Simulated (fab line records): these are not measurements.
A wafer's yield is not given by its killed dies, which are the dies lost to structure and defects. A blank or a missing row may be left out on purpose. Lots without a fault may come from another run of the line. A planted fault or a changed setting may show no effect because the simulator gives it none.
Which of the tools did it? || flow sfqLine || Sampling: 14 lots, 42 wafers, 4 of 325 route steps

WHAT EACH GAUGE READ, for each wafer
No reading from a measuring or inspecting step in the record can be judged against a usual standard deviation.

EACH LOT AND THE TOOL THAT RAN IT (in order: tool; ch and the chambers of the sampled wafers; start)
{"lot": "L609", "SFQ_TRILAYER_L0_VIA_ETCH_VIA_ETCH_016": "rieDiel-03 ch 0,3, day 5 09:30", "SFQ_TRILAYER_I0_VIA_STRIP_STRIP_035": "rieMetal-04 ch 0,1, day 10 11:12", "SFQ_TRILAYER_A5B_CMP_CMP_130": "cmp-02 ch 0,1,2, day 47 00:42", "SFQ_TRILAYER_R5_STRIP_STRIP_140": "rieMetal-03 ch 0,1, day 53 11:16"}
{"lot": "L612", "SFQ_TRILAYER_L0_VIA_ETCH_VIA_ETCH_016": "rieDiel-04 ch 0,1, day 6 04:15", "SFQ_TRILAYER_I0_VIA_STRIP_STRIP_035": "rieMetal-04 ch 0,1, day 11 11:18", "SFQ_TRILAYER_A5B_CMP_CMP_130": "cmp-01 ch 2,3, day 48 02:55", "SFQ_TRILAYER_R5_STRIP_STRIP_140": "rieMetal-04 ch 0, day 54 18:07"}
{"lot": "L613", "SFQ_TRILAYER_L0_VIA_ETCH_VIA_ETCH_016": "rieDiel-01 ch 0,1, day 6 13:51", "SFQ_TRILAYER_I0_VIA_STRIP_STRIP_035": "rieMetal-01 ch 0,1, day 11 17:18", "SFQ_TRILAYER_A5B_CMP_CMP_130": "cmp-01 ch 1,2,3, day 48 07:20", "SFQ_TRILAYER_R5_STRIP_STRIP_140": "rieMetal-02 ch 0,1, day 54 21:11"}
{"lot": "L614", "SFQ_TRILAYER_L0_VIA_ETCH_VIA_ETCH_016": "rieDiel-01 ch 1,2,3, day 6 18:39", "SFQ_TRILAYER_I0_VIA_STRIP_STRIP_035": "rieMetal-01 ch 0,1, day 11 23:06", "SFQ_TRILAYER_A5B_CMP_CMP_130": "cmp-02 ch 0,2,3, day 49 02:12", "SFQ_TRILAYER_R5_STRIP_STRIP_140": "rieMetal-03 ch 0,1, day 55 00:41"}
{"lot": "L615", "SFQ_TRILAYER_L0_VIA_ETCH_VIA_ETCH_016": "rieDiel-01 ch 2,3, day 7 00:39", "SFQ_TRILAYER_I0_VIA_STRIP_STRIP_035": "rieMetal-04 ch 0,1, day 12 11:03", "SFQ_TRILAYER_A5B_CMP_CMP_130": "cmp-01 ch 0,2, day 49 04:02", "SFQ_TRILAYER_R5_STRIP_STRIP_140": "rieMetal-04 ch 0,1, day 55 01:53"}
{"lot": "L616", "SFQ_TRILAYER_L0_VIA_ETCH_VIA_ETCH_016": "rieDiel-03 ch 0,1,3, day 7 04:15", "SFQ_TRILAYER_I0_VIA_STRIP_STRIP_035": "rieMetal-04 ch 0,1, day 12 16:03", "SFQ_TRILAYER_A5B_CMP_CMP_130": "cmp-02 ch 2,3, day 49 17:26", "SFQ_TRILAYER_R5_STRIP_STRIP_140": "rieMetal-03 ch 0,1, day 55 03:17"}
{"lot": "L618", "SFQ_TRILAYER_L0_VIA_ETCH_VIA_ETCH_016": "rieDiel-04 ch 0,2,3, day 7 13:51", "SFQ_TRILAYER_I0_VIA_STRIP_STRIP_035": "rieMetal-02 ch 0,1, day 13 08:12", "SFQ_TRILAYER_A5B_CMP_CMP_130": "cmp-01 ch 0,1,2, day 56 16:37", "SFQ_TRILAYER_R5_STRIP_STRIP_140": "rieMetal-03 ch 0,1, day 57 02:04"}
{"lot": "L620", "SFQ_TRILAYER_L0_VIA_ETCH_VIA_ETCH_016": "rieDiel-03 ch 0,2,3, day 8 01:51", "SFQ_TRILAYER_I0_VIA_STRIP_STRIP_035": "rieMetal-01 ch 0, day 13 16:36", "SFQ_TRILAYER_A5B_CMP_CMP_130": "cmp-02 ch 0,1,3, day 57 10:06", "SFQ_TRILAYER_R5_STRIP_STRIP_140": "rieMetal-02 ch 0,1, day 62 19:29"}
{"lot": "L622", "SFQ_TRILAYER_L0_VIA_ETCH_VIA_ETCH_016": "rieDiel-03 ch 1,2,3, day 8 13:51", "SFQ_TRILAYER_I0_VIA_STRIP_STRIP_035": "rieMetal-01 ch 1, day 14 13:00", "SFQ_TRILAYER_A5B_CMP_CMP_130": "cmp-01 ch 1,3, day 58 01:50", "SFQ_TRILAYER_R5_STRIP_STRIP_140": "rieMetal-03 ch 0, day 63 10:42"}
{"lot": "L623", "SFQ_TRILAYER_L0_VIA_ETCH_VIA_ETCH_016": "rieDiel-04 ch 0,2, day 8 15:03", "SFQ_TRILAYER_I0_VIA_STRIP_STRIP_035": "rieMetal-04 ch 0,1, day 14 15:24", "SFQ_TRILAYER_A5B_CMP_CMP_130": "cmp-01 ch 0,1,3, day 58 13:08", "SFQ_TRILAYER_R5_STRIP_STRIP_140": "rieMetal-04 ch 0,1, day 63 15:23"}
{"lot": "L625", "SFQ_TRILAYER_L0_VIA_ETCH_VIA_ETCH_016": "rieDiel-04 ch 1,2, day 9 15:53", "SFQ_TRILAYER_I0_VIA_STRIP_STRIP_035": "rieMetal-02 ch 1, day 15 08:24", "SFQ_TRILAYER_A5B_CMP_CMP_130": "cmp-02 ch 0,1, day 59 09:02", "SFQ_TRILAYER_R5_STRIP_STRIP_140": "rieMetal-03 ch 0, day 64 08:19"}
{"lot": "L628", "SFQ_TRILAYER_L0_VIA_ETCH_VIA_ETCH_016": "rieDiel-01 ch 0,1, day 10 06:17", "SFQ_TRILAYER_I0_VIA_STRIP_STRIP_035": "rieMetal-01 ch 1, day 16 09:36", "SFQ_TRILAYER_A5B_CMP_CMP_130": "cmp-02 ch 0,1,3, day 61 04:48", "SFQ_TRILAYER_R5_STRIP_STRIP_140": "rieMetal-02 ch 0,1, day 65 19:44"}
{"lot": "L630", "SFQ_TRILAYER_L0_VIA_ETCH_VIA_ETCH_016": "rieDiel-04 ch 0,3, day 10 15:53", "SFQ_TRILAYER_I0_VIA_STRIP_STRIP_035": "rieMetal-04 ch 0,1, day 17 00:13", "SFQ_TRILAYER_A5B_CMP_CMP_130": "cmp-02 ch 1,2,3, day 61 14:04", "SFQ_TRILAYER_R5_STRIP_STRIP_140": "rieMetal-04 ch 0,1, day 66 04:08"}
{"lot": "L631", "SFQ_TRILAYER_L0_VIA_ETCH_VIA_ETCH_016": "rieDiel-03 ch 1,2,3, day 11 00:23", "SFQ_TRILAYER_I0_VIA_STRIP_STRIP_035": "rieMetal-04 ch 0,1, day 17 05:01", "SFQ_TRILAYER_A5B_CMP_CMP_130": "cmp-01 ch 1,3, day 61 17:21", "SFQ_TRILAYER_R5_STRIP_STRIP_140": "rieMetal-04 ch 0,1, day 66 06:32"}
- SFQ_TRILAYER_L0_VIA_ETCH_VIA_ETCH_016: etches SiO2 in CHF3, stops on MoNx KI, target depth 80 nm.
- SFQ_TRILAYER_I0_VIA_STRIP_STRIP_035: strips in O2.
- SFQ_TRILAYER_A5B_CMP_CMP_130: polishes, stops on Nb, target thk 340.7 nm.
- SFQ_TRILAYER_R5_STRIP_STRIP_140: strips in O2.

AS READ BY THE TOOLS THEMSELVES (means over the sampled wafers that have a number; for cases with no such wafer, the mark the record gives instead)
SFQ_TRILAYER_L0_VIA_ETCH_VIA_ETCH_016. Usual: drypumpMotorCurrentA 5.7 A, standard deviation 0.45; oesProductAu 0.840 a.u., standard deviation 0.0094.
{"lot": "L609", "tool": "rieDiel-03", "drypumpMotorCurrentA (A)": 5.1, "oesProductAu (a.u.)": 0.844, "flag": ""}
{"lot": "L612", "tool": "rieDiel-04", "drypumpMotorCurrentA (A)": 6.3, "oesProductAu (a.u.)": 0.845, "flag": ""}
{"lot": "L613", "tool": "rieDiel-01", "drypumpMotorCurrentA (A)": 5.7, "oesProductAu (a.u.)": 0.837, "flag": ""}
{"lot": "L614", "tool": "rieDiel-01", "drypumpMotorCurrentA (A)": 5.9, "oesProductAu (a.u.)": 0.843, "flag": ""}
{"lot": "L615", "tool": "rieDiel-01", "drypumpMotorCurrentA (A)": 6.1, "oesProductAu (a.u.)": 0.848, "flag": ""}
{"lot": "L616", "tool": "rieDiel-03", "drypumpMotorCurrentA (A)": 5.3, "oesProductAu (a.u.)": 0.836, "flag": ""}
{"lot": "L618", "tool": "rieDiel-04", "drypumpMotorCurrentA (A)": 5.7, "oesProductAu (a.u.)": 0.837, "flag": ""}
{"lot": "L620", "tool": "rieDiel-03", "drypumpMotorCurrentA (A)": 5.5, "oesProductAu (a.u.)": 0.846, "flag": ""}
{"lot": "L622", "tool": "rieDiel-03", "drypumpMotorCurrentA (A)": 5.7, "oesProductAu (a.u.)": 0.842, "flag": ""}
{"lot": "L623", "tool": "rieDiel-04", "drypumpMotorCurrentA (A)": 5.8, "oesProductAu (a.u.)": 0.838, "flag": ""}
{"lot": "L625", "tool": "rieDiel-04", "drypumpMotorCurrentA (A)": 6.4, "oesProductAu (a.u.)": 0.837, "flag": ""}
{"lot": "L628", "tool": "rieDiel-01", "drypumpMotorCurrentA (A)": 5.7, "oesProductAu (a.u.)": 0.835, "flag": ""}
{"lot": "L630", "tool": "rieDiel-04", "drypumpMotorCurrentA (A)": 5.4, "oesProductAu (a.u.)": 0.834, "flag": ""}
{"lot": "L631", "tool": "rieDiel-03", "drypumpMotorCurrentA (A)": 5.7, "oesProductAu (a.u.)": 0.834, "flag": ""}

SFQ_TRILAYER_I0_VIA_STRIP_STRIP_035. Usual: drypumpMotorCurrentA 5.3 A, standard deviation 0.39; oesProductAu 1.005 a.u., standard deviation 0.014.
{"lot": "L609", "tool": "rieMetal-04", "drypumpMotorCurrentA (A)": 5.0, "oesProductAu (a.u.)": 1.010, "flag": ""}
{"lot": "L612", "tool": "rieMetal-04", "drypumpMotorCurrentA (A)": 4.9, "oesProductAu (a.u.)": 1.005, "flag": ""}
{"lot": "L613", "tool": "rieMetal-01", "drypumpMotorCurrentA (A)": 5.1, "oesProductAu (a.u.)": 1.011, "flag": ""}
{"lot": "L614", "tool": "rieMetal-01", "drypumpMotorCurrentA (A)": 5.2, "oesProductAu (a.u.)": 1.010, "flag": ""}
{"lot": "L615", "tool": "rieMetal-04", "drypumpMotorCurrentA (A)": 5.0, "oesProductAu (a.u.)": 1.012, "flag": ""}
{"lot": "L616", "tool": "rieMetal-04", "drypumpMotorCurrentA (A)": 5.0, "oesProductAu (a.u.)": 1.019, "flag": ""}
{"lot": "L618", "tool": "rieMetal-02", "drypumpMotorCurrentA (A)": 5.9, "oesProductAu (a.u.)": 0.994, "flag": ""}
{"lot": "L620", "tool": "rieMetal-01", "drypumpMotorCurrentA (A)": 5.1, "oesProductAu (a.u.)": 1.011, "flag": ""}
{"lot": "L622", "tool": "rieMetal-01", "drypumpMotorCurrentA (A)": 5.2, "oesProductAu (a.u.)": 1.024, "flag": ""}
{"lot": "L623", "tool": "rieMetal-04", "drypumpMotorCurrentA (A)": 4.9, "oesProductAu (a.u.)": 1.007, "flag": ""}
{"lot": "L625", "tool": "rieMetal-02", "drypumpMotorCurrentA (A)": 5.9, "oesProductAu (a.u.)": 1.000, "flag": ""}
{"lot": "L628", "tool": "rieMetal-01", "drypumpMotorCurrentA (A)": 5.2, "oesProductAu (a.u.)": 1.031, "flag": ""}
{"lot": "L630", "tool": "rieMetal-04", "drypumpMotorCurrentA (A)": 4.9, "oesProductAu (a.u.)": 0.997, "flag": ""}
{"lot": "L631", "tool": "rieMetal-04", "drypumpMotorCurrentA (A)": 4.9, "oesProductAu (a.u.)": 0.988, "flag": ""}

SFQ_TRILAYER_A5B_CMP_CMP_130. Usual: headPressurePsi 3.000 psi, standard deviation 0.0069; motorCurrentA 10.0 A, standard deviation 0.55.
{"lot": "L609", "tool": "cmp-02", "headPressurePsi (psi)": 3.001, "motorCurrentA (A)": 9.6, "flag": ""}
{"lot": "L612", "tool": "cmp-01", "headPressurePsi (psi)": 3.009, "motorCurrentA (A)": 10.6, "flag": ""}
{"lot": "L613", "tool": "cmp-01", "headPressurePsi (psi)": 3.002, "motorCurrentA (A)": 10.6, "flag": ""}
{"lot": "L614", "tool": "cmp-02", "headPressurePsi (psi)": 3.008, "motorCurrentA (A)": 9.5, "flag": ""}
{"lot": "L615", "tool": "cmp-01", "headPressurePsi (psi)": 2.999, "motorCurrentA (A)": 9.9, "flag": ""}
{"lot": "L616", "tool": "cmp-02", "headPressurePsi (psi)": 2.993, "motorCurrentA (A)": 9.6, "flag": ""}
{"lot": "L618", "tool": "cmp-01", "headPressurePsi (psi)": 3.000, "motorCurrentA (A)": 9.9, "flag": ""}
{"lot": "L620", "tool": "cmp-02", "headPressurePsi (psi)": 3.002, "motorCurrentA (A)": 9.8, "flag": ""}
{"lot": "L622", "tool": "cmp-01", "headPressurePsi (psi)": 2.901, "motorCurrentA (A)": 10.6, "flag": "OFF"}
{"lot": "L623", "tool": "cmp-01", "headPressurePsi (psi)": 2.910, "motorCurrentA (A)": 10.0, "flag": "OFF"}
{"lot": "L625", "tool": "cmp-02", "headPressurePsi (psi)": 3.000, "motorCurrentA (A)": 9.8, "flag": ""}
{"lot": "L628", "tool": "cmp-02", "headPressurePsi (psi)": 3.003, "motorCurrentA (A)": 9.9, "flag": ""}
{"lot": "L630", "tool": "cmp-02", "headPressurePsi (psi)": 2.999, "motorCurrentA (A)": 9.5, "flag": ""}
{"lot": "L631", "tool": "cmp-01", "headPressurePsi (psi)": 2.998, "motorCurrentA (A)": 10.8, "flag": ""}

SFQ_TRILAYER_R5_STRIP_STRIP_140. Usual: drypumpMotorCurrentA 5.4 A, standard deviation 0.37; oesProductAu 1.008 a.u., standard deviation 0.011.
{"lot": "L609", "tool": "rieMetal-03", "drypumpMotorCurrentA (A)": 5.3, "oesProductAu (a.u.)": 0.997, "flag": ""}
{"lot": "L612", "tool": "rieMetal-04", "drypumpMotorCurrentA (A)": 5.1, "oesProductAu (a.u.)": 1.008, "flag": ""}
{"lot": "L613", "tool": "rieMetal-02", "drypumpMotorCurrentA (A)": 5.9, "oesProductAu (a.u.)": 1.012, "flag": ""}
{"lot": "L614", "tool": "rieMetal-03", "drypumpMotorCurrentA (A)": 5.3, "oesProductAu (a.u.)": 1.007, "flag": ""}
{"lot": "L615", "tool": "rieMetal-04", "drypumpMotorCurrentA (A)": 5.0, "oesProductAu (a.u.)": 1.007, "flag": ""}
{"lot": "L616", "tool": "rieMetal-03", "drypumpMotorCurrentA (A)": 5.4, "oesProductAu (a.u.)": 1.008, "flag": ""}
{"lot": "L618", "tool": "rieMetal-03", "drypumpMotorCurrentA (A)": 5.4, "oesProductAu (a.u.)": 1.014, "flag": ""}
{"lot": "L620", "tool": "rieMetal-02", "drypumpMotorCurrentA (A)": 5.8, "oesProductAu (a.u.)": 1.012, "flag": ""}
{"lot": "L622", "tool": "rieMetal-03", "drypumpMotorCurrentA (A)": 5.3, "oesProductAu (a.u.)": 0.995, "flag": ""}
{"lot": "L623", "tool": "rieMetal-04", "drypumpMotorCurrentA (A)": 5.0, "oesProductAu (a.u.)": 1.003, "flag": ""}
{"lot": "L625", "tool": "rieMetal-03", "drypumpMotorCurrentA (A)": 5.3, "oesProductAu (a.u.)": 1.010, "flag": ""}
{"lot": "L628", "tool": "rieMetal-02", "drypumpMotorCurrentA (A)": 5.8, "oesProductAu (a.u.)": 1.013, "flag": ""}
{"lot": "L630", "tool": "rieMetal-04", "drypumpMotorCurrentA (A)": 4.9, "oesProductAu (a.u.)": 0.995, "flag": ""}
{"lot": "L631", "tool": "rieMetal-04", "drypumpMotorCurrentA (A)": 5.0, "oesProductAu (a.u.)": 0.991, "flag": ""}

THE ANSWER, worked out from the rows above alone
Rule: a lot is off if the mean of its wafers that have a number lies more than 3 standard deviations from the usual mean. A lot without any number at a reading at which 4 lots or more have one is off too. Where the step has rows for the other lots, those lots are counted as sound. After the gauges, taken in route order, come the tools' own readings; for these a lot's mean is taken, as printed above. At the first step where some lot is off, the reading lying furthest off is the one used; lots without a number count as furthest.
Off: L622, L623, at SFQ_TRILAYER_A5B_CMP_CMP_130 (headPressurePsi).
A tool fits if, at that step or a process step before it, it ran every lot that is off, and no sound lot after the first of them. None of those tried fits.

WHAT THE SIMULATOR PUT IN
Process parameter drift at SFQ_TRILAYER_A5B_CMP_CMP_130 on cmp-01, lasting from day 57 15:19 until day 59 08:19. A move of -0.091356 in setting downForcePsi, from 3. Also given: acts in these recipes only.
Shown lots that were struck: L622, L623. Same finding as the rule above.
